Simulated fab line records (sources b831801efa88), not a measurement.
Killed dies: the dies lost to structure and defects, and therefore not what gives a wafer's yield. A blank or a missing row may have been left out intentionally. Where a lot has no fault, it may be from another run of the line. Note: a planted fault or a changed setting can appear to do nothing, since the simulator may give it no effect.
Comparing a struck lot with a sound one	flow gf180mcu	14 out of 602 route steps
Sound: the wafers L144.1, L144.3, L144.6. Wafers L164.2, L164.4, L164.5 were the ones struck. At the end, the cause is stated.
At each step with rows: each side's tool, then ch and its chambers, then its first start. Under that, the readings that differ: sound wafers	struck wafers	difference of the means	sigmas: that difference in standard deviations of wafers without a fault.
alike: words and numbers the same on both sides, and readings whose means are apart by under 2 such deviations; not compared: readings that were withheld, readings missing a value for some wafer, numbers with overlapping values and no deviation given by the record, and bounds like >300 which may hide the same value.
Wherever a step has rows on one side only, a row that says differs or no value, or a row with sigmas, the two part there. When numbers do not overlap yet have no deviation, they are printed without sigmas and do not part them. A reading that every wafer of one side lacks parts them only if that side has two wafers or more.

GF_M1_SPUTTER_01: material TiN, target thk 30 nm, time 25 s.
  sound: pvd_sputter-03 at day 16 08:23; struck: pvd_sputter-04 at day 23 05:36
  alike: cathode_dc_power_W, throttle_valve_pct
GF_M1_SPUTTER_02: material AlCu, target thk 450 nm, time 23.9 s.
  sound: pvd_sputter-03 at day 16 08:25; struck: pvd_sputter-04 at day 23 05:38
  alike: cathode_dc_power_W, throttle_valve_pct
GF_M1_SPUTTER_03: material Ti, target thk 10 nm, time 6.7 s.
  sound: pvd_sputter-03 at day 16 08:26; struck: pvd_sputter-04 at day 23 05:40
  alike: cathode_dc_power_W, throttle_valve_pct
GF_M1_SPUTTER_04: material TiN, target thk 50 nm, time 41.7 s.
  sound: pvd_sputter-03 at day 16 08:28; struck: pvd_sputter-04 at day 23 05:41
  alike: cathode_dc_power_W, throttle_valve_pct
GF_M1_RS_MEAS_05: measures by four-point-probe.
  sound: film_metro-02 at day 16 08:30; struck: film_metro-01 at day 23 05:44
  alike: M1_ALCU_RS
GF_M1_THK_MEAS_06: measures by xrf.
  sound: film_metro-02 at day 16 08:37; struck: film_metro-01 at day 23 05:51
  alike: M1_ALCU_THK
then, 6 steps without rows for these wafers: GF_M1_DEHYDRATE_07 (time 60 s); GF_M1_HMDS_08 (prime time 60 s); GF_M1_COAT_09 (resist thk 1000 nm); GF_M1_SOFTBAKE_10 (time 60 s); GF_M1_EXPOSE_11 (exposes mask Metal1, target cd 230 nm); GF_M1_PEB_12 (peb time 90 s).
GF_M1_DEVELOP_13: develop time 60 s.
  sound on litho_track-02 ch 0, day 17 07:06; struck on litho_track-01, day 24 03:52
  no value came back on the struck wafers for chill_plate_temp_C (C), develop_time_s (s), resist_line_temp_C (C); on the sound wafers chill_plate_temp_C (C) reads 22.89 23.04 22.93
reading	sound	struck	difference	sigmas
model.KrF_of_M1_COAT_09.thk_nm (nm)	988.1 988.3 984.6	1002 998.7 998.6	+13	
GF_M1_CD_MEAS_14: target cd 230 nm.
  sound: cd_sem-02 at day 17 07:15; struck: cd_sem-02 at day 24 04:01
reading	sound	struck	difference	sigmas
cd_nm (nm)	231.5 232.2 231.8	- - -	no value on the struck wafers	

== WHERE THEY PART ==
Earliest at GF_M1_DEVELOP_13; latest, in this record, at GF_M1_CD_MEAS_14.

WHY: what the simulator had put in
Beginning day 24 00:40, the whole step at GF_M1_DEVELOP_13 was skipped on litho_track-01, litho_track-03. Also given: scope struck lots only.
